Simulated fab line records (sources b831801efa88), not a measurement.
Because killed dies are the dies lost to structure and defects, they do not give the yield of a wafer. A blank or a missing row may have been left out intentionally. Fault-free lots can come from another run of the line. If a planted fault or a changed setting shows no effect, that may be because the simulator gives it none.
A lot that was struck, set against a sound lot :: flow sky130 :: 28 out of 708 route steps
Sound: wafers L639.2, L639.4, L639.6. Wafers L647.2, L647.3, L647.4 were the ones struck. Last of all comes the cause.
Order at every step that has rows: each side's tool, ch and its chambers, its first start. Under that, the readings that differ: sound wafers :: struck wafers :: difference of the means :: sigmas: that difference in standard deviations of wafers without a fault.
alike: readings with means less than 2 such deviations apart, plus words and numbers identical on both sides. not compared: withheld readings, readings lacking a value on some wafer, bounds such as >300 that could conceal the same value, and numbers that have no deviation in the record and whose values overlap.
A row with sigmas, a row that says differs or no value, or rows on one side alone: a step with any of these is where the two part. When numbers do not overlap yet have no deviation, they are printed without sigmas and do not part them. Lack of a reading on every wafer of one side parts them only where that side has two or more wafers.

first, 5 steps without rows for these wafers: SKY_SONOS_ONO_COAT_08 (resist thk 1140 nm); SKY_SONOS_ONO_SOFTBAKE_09 (time 60 s); SKY_SONOS_ONO_EXPOSE_10 (exposes mask ONOM, target cd 410 nm); SKY_SONOS_ONO_PEB_11; SKY_SONOS_ONO_DEVELOP_12 (develop time 60 s).
SKY_SONOS_ONO_CD_MEAS_13 targets a cd of 410 nm.
  sound on cd_sem-01, day 13 05:38; struck on cd_sem-02, day 16 08:41
  alike: cd_nm
SKY_SONOS_ONO_OVL_MEAS_14:
  sound on overlay-02, day 13 05:44; struck on overlay-01, day 16 08:47
  alike: SONOS_ONO_OVL
SKY_SONOS_ONO_ETCH_15: etches the open film in CHF3/O2, target depth 19.52 nm, time 7.8 s.
  sound on rie_diel-03 ch 1,2,3, day 13 05:46; struck on rie_diel-01 ch 0,2,3, day 16 08:49
  alike: chamber_pressure_mTorr, drypump_motor_current_A, oes_product_au, throttle_valve_pct
  not compared: rf_hours_counter_h
then, 1 step without rows for these wafers: SKY_SONOS_ONO_WET_ETCH_16 (etches SiO2 in dHF, target depth 14 nm, time 280 s).
SKY_SONOS_ONO_STRIP_17: strips in O2/N2.
  sound on plasma_asher-01 ch 0,1, day 13 05:53; struck on plasma_asher-03 ch 0,1, day 16 08:55
  alike: chamber_pressure_mTorr, drypump_motor_current_A, oes_product_au, strip_time_to_endpoint_s
  not compared: rf_hours_counter_h
then, 2 steps without rows for these wafers: SKY_SONOS_ONO_WET_ETCH_18 (etches Si3N4 in H3PO4, target depth 15 nm, time 172 s); SKY_GATE_OXIDE_CLEAN_00 (cleans in SC1/SC2, time 150 s).
SKY_GATE_OXIDE_OXIDATION_01: stabilise 600 s, purge 300 s, target thk 10.268 nm.
  sound on furnace-01 ch 0, day 13 06:26; struck on furnace-02 ch 0, day 16 09:20
reading: spike_tc_bottom_C (C)
sound: 923.2 923.7 922.9
struck: 933.5 934.0 932.8
difference: +10.2
sigmas: +5

reading: spike_tc_centre_C (C)
sound: 901.1 899.6 899.8
struck: 913.8 911.7 913.5
difference: +12.8
sigmas: +8

reading: spike_tc_lower_C (C)
sound: 901.6 902.1 902.5
struck: 915.3 915.4 914.8
difference: +13.1
sigmas: +11

reading: spike_tc_top_C (C)
sound: 910.8 909.1 910.9
struck: 919.8 919.3 919.0
difference: +9.1
sigmas: +3

reading: spike_tc_upper_C (C)
sound: 902.0 903.8 902.1
struck: 916.6 916.9 915.4
difference: +13.7
sigmas: +9

reading: tube_center_temp_C (C)
sound: 899.99 900.28 900.08
struck: 915.11 915.32 915.13
difference: +15.07
sigmas: +99 or more

reading: tube_center_temp_C_max
sound: 901.9 902.5 902.0
struck: 917.5 918.0 917.8
difference: +15.6
sigmas: +43

reading: zone_power_centre_pct (%)
sound: 19.1 19.0 19.4
struck: 20.6 20.6 20.8
difference: +1.5
sigmas: +4

reading: model.SiO2_of_GATE_OXIDE_OXIDATION_01.thk_nm (nm)
sound: 10.45 10.6 10.42
struck: 12.29 12.23 12.21
difference: +1.75
sigmas: 
  alike: zone_power_bottom_pct, zone_power_lower_pct
SKY_GATE_OXIDE_THK_MEAS_02:
  sound on film_metro-04, day 13 07:51; struck on film_metro-04, day 16 10:59
reading: GATE_OXIDE_OXIDATION_00_THK (nm)
sound: 10.46 10.55 10.42
struck: 12.23 12.19 12.24
difference: +1.74
sigmas: +8
  not compared: hold
then, 6 steps without rows for these wafers: SKY_GATE_OXIDE_HMDS_04 (prime time 60 s); SKY_GATE_OXIDE_COAT_05 (resist thk 1140 nm); SKY_GATE_OXIDE_SOFTBAKE_06 (time 60 s); SKY_GATE_OXIDE_EXPOSE_07 (exposes mask LVOM, target cd 600 nm); SKY_GATE_OXIDE_PEB_08; SKY_GATE_OXIDE_DEVELOP_09 (develop time 60 s).
SKY_GATE_OXIDE_OVL_MEAS_10:
  sound on overlay-01, day 14 09:04; struck on overlay-02, day 17 16:40
  alike: GATE_OXIDE_OVL
then, 2 steps without rows for these wafers: SKY_GATE_OXIDE_IMPLANT_11; SKY_GATE_OXIDE_WET_ETCH_12 (etches SiO2 in dHF, target depth 16.8 nm, time 336 s).
SKY_GATE_OXIDE_STRIP_13: strips in O2/N2.
  sound on plasma_asher-03 ch 0,1, day 14 09:21; struck on plasma_asher-03 ch 0,1, day 17 16:57
  alike: chamber_pressure_mTorr, drypump_motor_current_A, oes_product_au, strip_time_to_endpoint_s
  not compared: rf_hours_counter_h
SKY_GATE_OXIDE_TW_MEAS_14:
  sound on film_metro-02, day 14 09:28; struck on film_metro-03, day 17 17:17
  alike: GATE_OXIDE_TW
  not compared: hold
SKY_GATE_OXIDE_OXIDATION_16: stabilise 600 s, purge 300 s, target thk 3.57 nm.
  sound on furnace-02 ch 0, day 14 09:46; struck on furnace-02 ch 0, day 17 19:32
reading: model.SiO2_of_GATE_OXIDE_OXIDATION_01.thk_nm (nm)
sound: 11.75 11.9 11.73
struck: 13.5 13.48 13.42
difference: +1.7
sigmas: 
  alike: ramp_up_c_per_min, spike_tc_bottom_C, spike_tc_centre_C, spike_tc_lower_C, spike_tc_top_C, spike_tc_upper_C, tube_center_temp_C, tube_center_temp_C_max, zone_power_bottom_pct, zone_power_centre_pct, zone_power_lower_pct
then, 1 step without rows for these wafers: SKY_POLY_GATE_CVD_00 (deposits poly-Si, target thk 180 nm, time 720 s).
-- a jump in the record: the struck wafers' starts before and after are 31 days apart (it breaks off in module POLY_GATE and resumes in module PAD_OPEN, where the first step shown is number 708 of the route) --
SKY_PAD_OPEN_PROBE_99:
  rows exist in the record for the struck wafers here (prober-02, day 48 14:40), but not for the sound ones

== WHERE THEY PART ==
At SKY_GATE_OXIDE_OXIDATION_01 first; at SKY_PAD_OPEN_PROBE_99 last (within this record only).

WHY: the cause the simulator had injected
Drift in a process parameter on furnace-02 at SKY_GATE_OXIDE_OXIDATION_01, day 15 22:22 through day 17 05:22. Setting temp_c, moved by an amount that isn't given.
